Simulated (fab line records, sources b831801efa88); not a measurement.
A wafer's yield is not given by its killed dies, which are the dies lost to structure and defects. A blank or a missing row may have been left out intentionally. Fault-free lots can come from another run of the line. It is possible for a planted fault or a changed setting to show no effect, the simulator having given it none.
A sampling plan put to the test -- flow sfq_line -- one line in one fab, 26 faults in these records, each fault weighed on the records of the lots it struck
What counts as the plan is the set of the line's own looks, namely the steps on the route at which a gauge or an inspection reads a wafer and does not change it. Where struck wafers have a number at a look and the file lists that look's usual mean and standard deviation on fault-free wafers, the look can be judged. Caught: the struck wafers' mean, at a look after the fault's first step, is 4 or more of those standard deviations (sigma) away from the usual mean. On the tool: the fault's steps, tested the same way using the tool's own readings. Another recipe on the struck wafers, or a record that is blank for them alone, also counts as caught.

THE FAULTS, as the simulator had put them in
1. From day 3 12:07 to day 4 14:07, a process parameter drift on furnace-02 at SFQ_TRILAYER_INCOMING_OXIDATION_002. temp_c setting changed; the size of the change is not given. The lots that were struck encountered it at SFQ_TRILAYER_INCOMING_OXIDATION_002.
2. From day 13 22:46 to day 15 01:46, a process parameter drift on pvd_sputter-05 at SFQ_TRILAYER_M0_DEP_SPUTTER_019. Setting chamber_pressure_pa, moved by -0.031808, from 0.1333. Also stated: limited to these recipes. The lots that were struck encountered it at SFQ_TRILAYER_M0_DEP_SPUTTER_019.
3. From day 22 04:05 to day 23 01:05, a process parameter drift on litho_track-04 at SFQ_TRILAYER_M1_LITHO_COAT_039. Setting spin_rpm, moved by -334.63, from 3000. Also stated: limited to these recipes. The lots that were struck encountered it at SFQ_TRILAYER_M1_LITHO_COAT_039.
4. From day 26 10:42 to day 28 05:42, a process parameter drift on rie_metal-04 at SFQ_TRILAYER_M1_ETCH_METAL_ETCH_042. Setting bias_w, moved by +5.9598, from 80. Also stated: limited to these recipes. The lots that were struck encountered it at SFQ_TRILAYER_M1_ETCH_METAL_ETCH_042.
5. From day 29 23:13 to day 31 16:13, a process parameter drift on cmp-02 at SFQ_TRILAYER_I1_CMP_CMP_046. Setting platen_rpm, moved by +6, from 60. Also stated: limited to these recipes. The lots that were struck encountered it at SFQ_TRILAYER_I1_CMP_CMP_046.
6. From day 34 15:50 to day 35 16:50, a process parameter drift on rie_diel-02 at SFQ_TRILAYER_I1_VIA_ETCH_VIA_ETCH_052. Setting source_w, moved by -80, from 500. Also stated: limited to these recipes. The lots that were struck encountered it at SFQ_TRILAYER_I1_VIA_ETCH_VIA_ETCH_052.
7. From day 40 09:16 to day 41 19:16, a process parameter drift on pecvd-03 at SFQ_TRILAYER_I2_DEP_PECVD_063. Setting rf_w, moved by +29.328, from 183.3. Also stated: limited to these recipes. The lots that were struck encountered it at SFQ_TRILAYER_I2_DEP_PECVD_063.
8. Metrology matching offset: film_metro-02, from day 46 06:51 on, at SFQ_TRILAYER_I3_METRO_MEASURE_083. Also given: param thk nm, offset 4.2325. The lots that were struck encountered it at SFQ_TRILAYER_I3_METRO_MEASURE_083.
9. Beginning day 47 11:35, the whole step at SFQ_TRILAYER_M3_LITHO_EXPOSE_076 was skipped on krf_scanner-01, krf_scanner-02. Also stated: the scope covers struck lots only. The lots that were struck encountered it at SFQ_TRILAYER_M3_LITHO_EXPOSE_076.
10. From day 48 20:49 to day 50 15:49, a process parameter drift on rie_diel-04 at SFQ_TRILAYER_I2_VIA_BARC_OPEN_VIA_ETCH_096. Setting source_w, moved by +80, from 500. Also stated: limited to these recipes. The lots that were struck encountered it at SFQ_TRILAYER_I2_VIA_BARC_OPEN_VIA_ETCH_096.
11. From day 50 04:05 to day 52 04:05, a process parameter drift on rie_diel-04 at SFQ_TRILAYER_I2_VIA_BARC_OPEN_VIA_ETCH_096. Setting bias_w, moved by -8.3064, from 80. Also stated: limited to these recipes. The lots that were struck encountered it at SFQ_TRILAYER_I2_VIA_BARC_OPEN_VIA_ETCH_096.
12. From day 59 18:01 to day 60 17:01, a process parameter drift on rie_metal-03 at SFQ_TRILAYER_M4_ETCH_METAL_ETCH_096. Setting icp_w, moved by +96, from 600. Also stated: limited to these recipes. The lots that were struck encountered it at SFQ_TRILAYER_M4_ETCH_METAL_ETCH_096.
13. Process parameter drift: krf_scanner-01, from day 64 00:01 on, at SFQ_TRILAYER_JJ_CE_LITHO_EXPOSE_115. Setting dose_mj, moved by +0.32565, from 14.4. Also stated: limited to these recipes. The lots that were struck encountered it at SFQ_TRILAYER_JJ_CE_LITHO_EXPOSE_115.
14. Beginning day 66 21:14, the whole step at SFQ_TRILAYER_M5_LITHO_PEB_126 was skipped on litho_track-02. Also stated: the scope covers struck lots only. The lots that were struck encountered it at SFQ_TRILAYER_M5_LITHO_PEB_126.
15. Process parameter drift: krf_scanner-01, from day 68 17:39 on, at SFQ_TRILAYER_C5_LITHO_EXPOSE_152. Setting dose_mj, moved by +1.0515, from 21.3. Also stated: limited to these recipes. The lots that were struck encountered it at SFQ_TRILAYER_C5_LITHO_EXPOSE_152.
16. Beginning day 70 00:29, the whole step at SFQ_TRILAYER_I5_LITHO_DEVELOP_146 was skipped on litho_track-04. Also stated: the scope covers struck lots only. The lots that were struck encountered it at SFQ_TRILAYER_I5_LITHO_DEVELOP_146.
17. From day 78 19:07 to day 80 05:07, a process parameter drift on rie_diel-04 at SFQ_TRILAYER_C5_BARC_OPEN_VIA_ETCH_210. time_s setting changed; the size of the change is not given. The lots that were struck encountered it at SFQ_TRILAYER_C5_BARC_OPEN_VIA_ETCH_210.
18. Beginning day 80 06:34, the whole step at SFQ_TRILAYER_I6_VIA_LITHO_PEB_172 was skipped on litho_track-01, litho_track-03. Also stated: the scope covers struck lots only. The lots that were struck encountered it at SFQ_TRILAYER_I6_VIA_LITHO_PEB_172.
19. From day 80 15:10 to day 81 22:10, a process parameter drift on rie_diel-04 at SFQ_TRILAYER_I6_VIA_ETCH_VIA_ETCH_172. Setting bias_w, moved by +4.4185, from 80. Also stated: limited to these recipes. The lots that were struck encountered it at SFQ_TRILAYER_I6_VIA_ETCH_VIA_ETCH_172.
20. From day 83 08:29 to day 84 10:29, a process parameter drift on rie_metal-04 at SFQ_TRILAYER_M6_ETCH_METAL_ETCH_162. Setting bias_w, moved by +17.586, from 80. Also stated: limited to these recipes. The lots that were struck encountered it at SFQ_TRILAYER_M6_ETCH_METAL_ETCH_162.
21. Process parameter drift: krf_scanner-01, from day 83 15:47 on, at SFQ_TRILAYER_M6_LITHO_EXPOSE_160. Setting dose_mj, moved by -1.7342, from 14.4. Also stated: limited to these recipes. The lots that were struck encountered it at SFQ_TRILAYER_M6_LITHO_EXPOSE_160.
22. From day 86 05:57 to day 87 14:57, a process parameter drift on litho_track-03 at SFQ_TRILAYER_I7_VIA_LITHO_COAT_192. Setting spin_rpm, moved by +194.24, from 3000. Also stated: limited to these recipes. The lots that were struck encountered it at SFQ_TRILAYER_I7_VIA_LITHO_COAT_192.
23. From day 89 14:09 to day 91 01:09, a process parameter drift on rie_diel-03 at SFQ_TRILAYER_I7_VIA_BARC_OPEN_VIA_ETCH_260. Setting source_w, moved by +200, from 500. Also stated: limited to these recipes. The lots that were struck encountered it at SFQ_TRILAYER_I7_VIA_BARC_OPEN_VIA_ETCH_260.
24. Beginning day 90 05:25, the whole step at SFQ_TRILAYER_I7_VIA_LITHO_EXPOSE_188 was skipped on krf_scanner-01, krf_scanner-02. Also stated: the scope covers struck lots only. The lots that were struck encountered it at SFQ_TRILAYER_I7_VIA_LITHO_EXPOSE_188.
25. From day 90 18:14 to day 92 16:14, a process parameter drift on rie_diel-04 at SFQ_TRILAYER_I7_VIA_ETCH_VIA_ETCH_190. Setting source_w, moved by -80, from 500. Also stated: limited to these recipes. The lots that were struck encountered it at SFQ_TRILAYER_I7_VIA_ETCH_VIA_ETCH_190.
26. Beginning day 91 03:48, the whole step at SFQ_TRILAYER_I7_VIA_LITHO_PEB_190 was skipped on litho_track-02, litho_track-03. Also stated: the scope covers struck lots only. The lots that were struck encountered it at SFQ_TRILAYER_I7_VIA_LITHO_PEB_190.

WHAT THE PLAN SAW
fault,on the tool itself,first look that catches it,"reading, sigma",median hours from its first step to that look,hours from the fault's start to the first struck lot there,judged looks passed uncaught
1,tube_center_temp_C +99 or beyond sigma,not the one look that can be judged after it,-,-,-,1
2,chamber_pressure_pa -99 or beyond sigma,no look after it can be judged,-,-,-,0
3,spin_speed_rpm -99 or beyond sigma,not the one look that can be judged after it,-,-,-,1
4,bias_w +24 sigma,no look after it can be judged,-,-,-,0
5,platen_rpm +99 or beyond sigma,no look after it can be judged,-,-,-,0
6,rf_fwd_power_W -49 sigma,no look after it can be judged,-,-,-,0
7,rf_fwd_power_W +54 sigma,no look after it can be judged,-,-,-,0
8,only faintly: thk_nm +3.7 sigma,not the one look that can be judged after it,-,-,-,1
9,no reading that can be judged,no look after it can be judged,-,-,-,0
10,rf_fwd_power_W +42 sigma,no look after it can be judged,-,-,-,0
11,bias_w -35 sigma,not the one look that can be judged after it,-,-,-,1
12,rf_fwd_power_W +53 sigma,not the one look that can be judged after it,-,-,-,1
13,exposure_dose_mJ_cm2 +24 sigma,no look after it can be judged,-,-,-,0
14,the tool's record is blank for the struck wafers,no look after it can be judged,-,-,-,0
15,exposure_dose_mJ_cm2 +45 sigma,no look after it can be judged,-,-,-,0
16,the tool's record is blank for the struck wafers,no look after it can be judged,-,-,-,0
17,oes_product_au +17 sigma,not the one look that can be judged after it,-,-,-,1
18,the tool's record is blank for the struck wafers,no look after it can be judged,-,-,-,0
19,bias_w +17 sigma,no look after it can be judged,-,-,-,0
20,bias_w +69 sigma,not the one look that can be judged after it,-,-,-,1
21,exposure_dose_mJ_cm2 -99 or beyond sigma,no look after it can be judged,-,-,-,0
22,spin_speed_rpm +81 sigma,not the one look that can be judged after it,-,-,-,1
23,rf_fwd_power_W +95 sigma,no look after it can be judged,-,-,-,0
24,no reading that can be judged,no look after it can be judged,-,-,-,0
25,rf_fwd_power_W -47 sigma,no look after it can be judged,-,-,-,0
26,the tool's record is blank for the struck wafers,no look after it can be judged,-,-,-,0
A dash: the fault isn't caught, or these records don't give the number.

Caught at a look: 0 of 26. Caught on the tool: 23 of 26. By one or the other: 23 of 26.
On the tool alone, faults 1, 2, 3, 4, 5, 6, 7, 10, 11, 12, 13, 14, 15, 16, 17, 18, 19, 20, 21, 22, 23, 25, 26 were caught.
Caught by neither: faults 8, 9, 24.
